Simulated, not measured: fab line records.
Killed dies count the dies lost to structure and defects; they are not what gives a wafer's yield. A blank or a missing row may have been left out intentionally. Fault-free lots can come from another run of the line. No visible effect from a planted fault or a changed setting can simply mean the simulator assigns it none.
Which tool did it?    flow sfq-line    42 wafers from 14 lots sampled at 4 of the route's 325 steps

== WHAT THE GAUGES READ, wafer by wafer ==
The record holds no reading of a measuring or inspecting step that can be judged against a usual standard deviation.

== TOOL THAT RAN EACH LOT (tool first, then ch and the chambers of the sampled wafers, then the start) ==
lot   SFQ_TRILAYER_M3_BARC_OPEN_METAL_ETCH_100  SFQ_TRILAYER_M3_ETCH_METAL_ETCH_078  SFQ_TRILAYER_I3_VIA_LITHO_EXPOSE_086  SFQ_TRILAYER_I3_VIA_ETCH_VIA_ETCH_088
L945  rie-metal-04 ch 0,1, day 44 17:14         rie-metal-04 ch 0,1, day 44 17:18    krf-scanner-01 ch 0, day 50 01:22     rie-diel-04 ch 0,1,2, day 50 02:57
L947  rie-metal-04 ch 1, day 45 05:14           rie-metal-04 ch 1, day 45 05:22      krf-scanner-01 ch 0, day 50 12:10     rie-diel-04 ch 0,2,3, day 50 13:45
L949  rie-metal-04 ch 1, day 46 02:08           rie-metal-04 ch 1, day 46 02:11      krf-scanner-01 ch 0, day 50 20:46     rie-diel-04 ch 1,2,3, day 50 22:09
L951  rie-metal-04 ch 0,1, day 48 01:14         rie-metal-04 ch 0,1, day 48 01:18    krf-scanner-01 ch 0, day 52 13:34     rie-diel-02 ch 1,2,3, day 52 14:57
L952  rie-metal-01 ch 0,1, day 48 02:26         rie-metal-01 ch 0,1, day 48 02:30    krf-scanner-01 ch 0, day 52 19:22     rie-diel-03 ch 0,1,3, day 52 20:57
L953  rie-metal-04 ch 0,1, day 48 09:38         rie-metal-04 ch 0,1, day 48 09:42    krf-scanner-01 ch 0, day 53 13:22     rie-diel-04 ch 0,1,2, day 53 14:57
L955  rie-metal-02 ch 0,1, day 48 19:56         rie-metal-02 ch 0,1, day 48 20:01    krf-scanner-02 ch 0, day 54 05:30     rie-diel-02 ch 0,1,3, day 54 06:40
L956  rie-metal-02 ch 0,1, day 49 02:56         rie-metal-02 ch 0,1, day 49 03:01    krf-scanner-02 ch 0, day 54 11:42     rie-diel-02 ch 1,2,3, day 54 12:40
L957  rie-metal-02 ch 0,1, day 49 07:43         rie-metal-02 ch 0,1, day 49 07:46    krf-scanner-02 ch 0, day 54 18:30     rie-diel-02 ch 1,2, day 54 19:52
L958  rie-metal-02 ch 0,1, day 49 14:56         rie-metal-02 ch 0,1, day 49 15:01    krf-scanner-01, day 55 09:44          rie-diel-03 ch 1,2, day 55 10:55
L959  rie-metal-04 ch 0,1, day 49 23:20         rie-metal-04 ch 0,1, day 49 23:25    krf-scanner-01, day 55 21:44          rie-diel-03 ch 0,2,3, day 55 22:55
L960  rie-metal-04 ch 0, day 50 04:07           rie-metal-04 ch 0, day 50 04:10      krf-scanner-02 ch 0, day 56 05:42     rie-diel-02 ch 0,3, day 56 07:16
L961  rie-metal-01 ch 0,1, day 50 07:43         rie-metal-01 ch 0,1, day 50 07:46    krf-scanner-02 ch 0, day 56 09:30     rie-diel-04 ch 0,3, day 56 10:52
L963  rie-metal-02 ch 0,1, day 51 02:55         rie-metal-02 ch 0,1, day 51 02:58    krf-scanner-02 ch 0, day 57 03:18     rie-diel-02 ch 2,3, day 57 04:52
- SFQ_TRILAYER_M3_BARC_OPEN_METAL_ETCH_100: etches BARC in O2, target depth 125 nm, time 41.7 s.
- SFQ_TRILAYER_M3_ETCH_METAL_ETCH_078: etches Nb in Cl2/Ar, stops on SiO2, target depth 240 nm, time 120 s.
- SFQ_TRILAYER_I3_VIA_LITHO_EXPOSE_086: exposes mask I3, target cd 500 nm.
- SFQ_TRILAYER_I3_VIA_ETCH_VIA_ETCH_088: etches SiO2 in CHF3, stops on Nb, target depth 260 nm.

== AS READ BY THE TOOLS THEMSELVES (means over the sampled wafers that have a number; for cases with no such wafer, the mark the record gives instead) ==
SFQ_TRILAYER_M3_BARC_OPEN_METAL_ETCH_100. Usual: bias-w 80.00 W, standard deviation 0.22; chamber-pressure-mTorr 9.999 mTorr, standard deviation 0.009; drypump-motor-current-A 5.59 A, standard deviation 0.29; oes-product-au 0.685 a.u., standard deviation 0.0046.
lot   tool          bias-w (W)  chamber-pressure-mTorr (mTorr)  drypump-motor-current-A (A)  oes-product-au (a.u.)  flag
L945  rie-metal-04  79.98       9.995                           5.28                         0.685                  
L947  rie-metal-04  80.08       10.004                          5.33                         0.682                  
L949  rie-metal-04  79.99       9.995                           5.33                         0.685                  
L951  rie-metal-04  80.05       9.987                           5.27                         0.684                  
L952  rie-metal-01  80.01       9.992                           5.73                         0.683                  
L953  rie-metal-04  79.91       10.002                          5.29                         0.681                  
L955  rie-metal-02  80.06       9.999                           5.82                         0.689                  
L956  rie-metal-02  80.17       9.989                           5.83                         0.686                  
L957  rie-metal-02  80.11       9.996                           5.91                         0.687                  
L958  rie-metal-02  -           -                               -                            -                      OFF
L959  rie-metal-04  -           -                               -                            -                      OFF
L960  rie-metal-04  79.94       10.008                          5.17                         0.681                  
L961  rie-metal-01  79.97       10.005                          5.77                         0.683                  
L963  rie-metal-02  79.94       10.003                          5.83                         0.683                  

SFQ_TRILAYER_M3_ETCH_METAL_ETCH_078. Usual: bias-w 80.00 W, standard deviation 0.21; chamber-pressure-mTorr 10.001 mTorr, standard deviation 0.01; drypump-motor-current-A 5.59 A, standard deviation 0.3; oes-product-au 0.896 a.u., standard deviation 0.0066.
lot   tool          bias-w (W)  chamber-pressure-mTorr (mTorr)  drypump-motor-current-A (A)  oes-product-au (a.u.)  flag
L945  rie-metal-04  80.12       10.003                          5.28                         0.896                  
L947  rie-metal-04  80.04       10.009                          5.33                         0.898                  
L949  rie-metal-04  79.91       10.004                          5.34                         0.896                  
L951  rie-metal-04  79.82       10.002                          5.27                         0.890                  
L952  rie-metal-01  80.20       10.006                          5.75                         0.897                  
L953  rie-metal-04  80.11       10.002                          5.27                         0.893                  
L955  rie-metal-02  79.91       10.007                          5.84                         0.895                  
L956  rie-metal-02  80.19       9.996                           5.84                         0.900                  
L957  rie-metal-02  79.95       10.003                          5.94                         0.892                  
L958  rie-metal-02  79.97       10.003                          5.92                         0.374                  OFF
L959  rie-metal-04  80.17       9.998                           5.22                         0.372                  OFF
L960  rie-metal-04  80.02       10.002                          5.16                         0.901                  
L961  rie-metal-01  80.25       10.002                          5.74                         0.898                  
L963  rie-metal-02  80.07       10.002                          5.83                         0.895                  

SFQ_TRILAYER_I3_VIA_LITHO_EXPOSE_086. Usual: exposure-dose-mJ-cm2 21.306, standard deviation 0.02; focus-offset-nm 0.1 nm, standard deviation 0.5.
lot   tool            exposure-dose-mJ-cm2  focus-offset-nm (nm)  flag
L945  krf-scanner-01  21.327                0.1                   
L947  krf-scanner-01  21.309                0.6                   
L949  krf-scanner-01  21.295                -0.3                  
L951  krf-scanner-01  21.330                0.4                   
L952  krf-scanner-01  21.285                -0.2                  
L953  krf-scanner-01  21.278                -0.2                  
L955  krf-scanner-02  21.287                0.0                   
L956  krf-scanner-02  21.328                -0.5                  
L957  krf-scanner-02  21.295                -0.4                  
L958  krf-scanner-01  -                     -                     OFF
L959  krf-scanner-01  -                     -                     OFF
L960  krf-scanner-02  21.284                0.5                   
L961  krf-scanner-02  21.295                -0.3                  
L963  krf-scanner-02  21.309                0.3                   

SFQ_TRILAYER_I3_VIA_ETCH_VIA_ETCH_088. Usual: bias-w 80.04 W, standard deviation 0.23; chamber-pressure-mTorr 30.003 mTorr, standard deviation 0.027; drypump-motor-current-A 5.7 A, standard deviation 0.41; oes-product-au 0.854 a.u., standard deviation 0.0049.
lot   tool         bias-w (W)  chamber-pressure-mTorr (mTorr)  drypump-motor-current-A (A)  oes-product-au (a.u.)  flag
L945  rie-diel-04  80.20       30.011                          5.7                          0.858                  
L947  rie-diel-04  80.20       30.009                          5.7                          0.855                  
L949  rie-diel-04  79.81       30.013                          5.8                          0.853                  
L951  rie-diel-02  79.87       29.998                          5.4                          0.862                  
L952  rie-diel-03  79.73       30.013                          5.9                          0.855                  
L953  rie-diel-04  80.00       30.011                          5.7                          0.854                  
L955  rie-diel-02  80.13       29.973                          5.2                          0.855                  
L956  rie-diel-02  80.21       30.010                          5.3                          0.852                  
L957  rie-diel-02  80.13       29.984                          5.2                          0.850                  
L958  rie-diel-03  79.98       30.015                          5.9                          0.376                  OFF
L959  rie-diel-03  79.93       29.988                          5.9                          0.378                  OFF
L960  rie-diel-02  80.01       30.009                          5.5                          0.860                  
L961  rie-diel-04  80.03       30.001                          5.9                          0.858                  
L963  rie-diel-02  79.96       30.012                          5.5                          0.846                  

== THE ANSWER, worked out from the rows above alone ==
Rule: lot off if the mean of its wafers having a number is beyond 3 standard deviations from the usual mean. Also off: a lot with no number at a reading for which 4 or more lots have one. All remaining lots with rows at the step are treated as sound. The gauges are gone through in route order, then the tools' own readings, and for those a lot's mean is taken as printed above. At the first step where some lot is off, the reading lying furthest off is the one used; lots without a number count as furthest.
Off: L958, L959 (SFQ_TRILAYER_M3_BARC_OPEN_METAL_ETCH_100, bias-w). Without a number there: L958, L959.
If a tool, at that step or one of the process steps before it, ran each lot that is off and ran no sound lot following the first of them, it fits. Not one of the candidates tried fits.

== WHAT HAD BEEN PUT IN BY THE SIMULATOR ==
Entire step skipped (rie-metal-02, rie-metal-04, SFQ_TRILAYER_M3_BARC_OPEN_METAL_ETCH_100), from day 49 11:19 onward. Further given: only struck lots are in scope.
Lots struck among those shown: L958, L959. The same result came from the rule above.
